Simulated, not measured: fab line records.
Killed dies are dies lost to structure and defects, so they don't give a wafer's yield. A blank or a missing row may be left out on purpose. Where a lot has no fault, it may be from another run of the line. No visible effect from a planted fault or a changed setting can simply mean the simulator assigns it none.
Problem report in the 8D (eight disciplines) form, filled by code || flow gf180mcu || the parts of the form that need people (team, actions taken, sign-off) are left out

== 1. WHAT IS WRONG ==
PASSIVATION_CVD_02_THK at GF_PASSIVATION_THK_MEAS_03 reads a mean of 1218 nm on 1 wafer of 1 lot; wafers without a fault read 695 nm with a standard deviation of 8.8. Measured from the usual mean, that is +59 standard deviations.
Earliest sighting: wafer L965.6 on film metro-04 at day 30 13:56. The record has a number at this step for 39 wafers belonging to 13 lots. Rule for "out", or "out of limits": more than 4 standard deviations from the usual mean. All remaining wafers that have a number are taken as sound.

== 2. WHAT IT IS; WHAT IT IS NOT ==
{"question": "which readings at this step", "is": "PASSIVATION_CVD_02_THK", "is not": "-"}
{"question": "which lots", "is": "L965", "is not": "L958, L970, L971, L972, L973, L974, L976, L977, L978, L979, L980, L981"}
{"question": "which wafers of those lots", "is": "L965.6", "is not": "L965.1, L965.4"}
{"question": "read on which gauges", "is": "film metro-04", "is not": "film metro-02, film metro-03"}
{"question": "when", "is": "from day 30 13:56", "is not": "up to then (5 sound wafers); but 33 sound wafers of L970, L971, L972, L973, L974, L976, L977, L978, L979, L980, L981 came after"}

== 3. SUSPECTS, AND WHAT RULES EACH OUT ==
Counting: a tool at a process step up to the reading stays a suspect if it ran every lot that is out. Sound lots after the first of them don't rule it out here, since some wafers of a struck lot are sound.
- the gauge at GF_PASSIVATION_THK_MEAS_03 is ruled out. All the wafers that are out were read on film metro-04, but those of them that GF_PASSIVATION_PROBE_99 has rows for are out there too, on other tools.
- pecvd-04 at GF_PASSIVATION_CVD_02 (deposits Si3N4, target thk 700 nm, time 486.18 s): kept. L965, the lot that is out, went through it at day 30 13:31; up to then, the latest sound lot through it was L958 at day 27 21:36.
- In pecvd-04 at GF_PASSIVATION_CVD_02, the wafers that are out were processed in chamber 0 and their sound lot-mates in chambers 1, 2.
Left after counting: pecvd-04 at GF_PASSIVATION_CVD_02.

== 4. THE CAUSE (what the simulator had put in) ==
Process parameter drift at GF_PASSIVATION_CVD_02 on pecvd-04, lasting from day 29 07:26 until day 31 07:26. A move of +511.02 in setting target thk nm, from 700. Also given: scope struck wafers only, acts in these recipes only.
After counting, this tool was the only one left.

== 5. THE CHAIN OF EFFECTS, in route order ==
Each row: a reading where the mean over the struck wafers with a number is more than 3 standard deviations away from the usual. Only readings for which the record gives a usual standard deviation are gone through. hours: the time from each lot's start at the first step in this table that gives one to its start at this step, as a median over the lots. sigmas: the change in usual standard deviations.
{"hours": 0, "step": "GF_PASSIVATION_THK_MEAS_03", "reading": "PASSIVATION_CVD_02_THK", "usual": "695 nm", "on struck wafers": 1218, "change": "+523", "sigmas": "+59"}
{"hours": 32, "step": "GF_PASSIVATION_PROBE_99", "reading": "defect limited yield", "usual": "90.3 %", "on struck wafers": 0.0, "change": -90.3, "sigmas": -69}
{"hours": 32, "step": "GF_PASSIVATION_PROBE_99", "reading": "killed at other", "usual": 0.1, "on struck wafers": 449.0, "change": "+448.9", "sigmas": "+99 or more"}
{"hours": 32, "step": "GF_PASSIVATION_PROBE_99", "reading": "killed dies", "usual": 47, "on struck wafers": 492, "change": "+445", "sigmas": "+68"}
{"hours": 32, "step": "GF_PASSIVATION_PROBE_99", "reading": "killed on rim", "usual": 10, "on struck wafers": 96, "change": "+86", "sigmas": "+27"}
{"hours": 32, "step": "GF_PASSIVATION_PROBE_99", "reading": "sort_bin_5_function", "usual": "5.6 %", "on struck wafers": 96.5, "change": "+90.9", "sigmas": "+92"}
{"hours": 32, "step": "GF_PASSIVATION_PROBE_99", "reading": "sort n pass", "usual": 445, "on struck wafers": 0, "change": -445, "sigmas": -68}
{"hours": 32, "step": "GF_PASSIVATION_PROBE_99", "reading": "sort yield pct", "usual": "90.3 %", "on struck wafers": 0.0, "change": -90.3, "sigmas": -69}
The process steps in it:
- GF_PASSIVATION_PROBE_99

== 6. HOW IT WOULD HAVE BEEN CAUGHT EARLIER ==
30 hours passed between the start of the fault at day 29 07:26 and the first reading out of limits at a measuring or inspecting step in this record, taken at day 30 13:56.
Tool readings at GF_PASSIVATION_CVD_02 with a usual standard deviation given in the record: none out on any struck wafer, hence no alarm at a limit of 4 standard deviations on them.
By day 30 13:56, every lot that is out (1) had started GF_PASSIVATION_CVD_02 on pecvd-04. Holding the tool at that point would not have protected any of them.
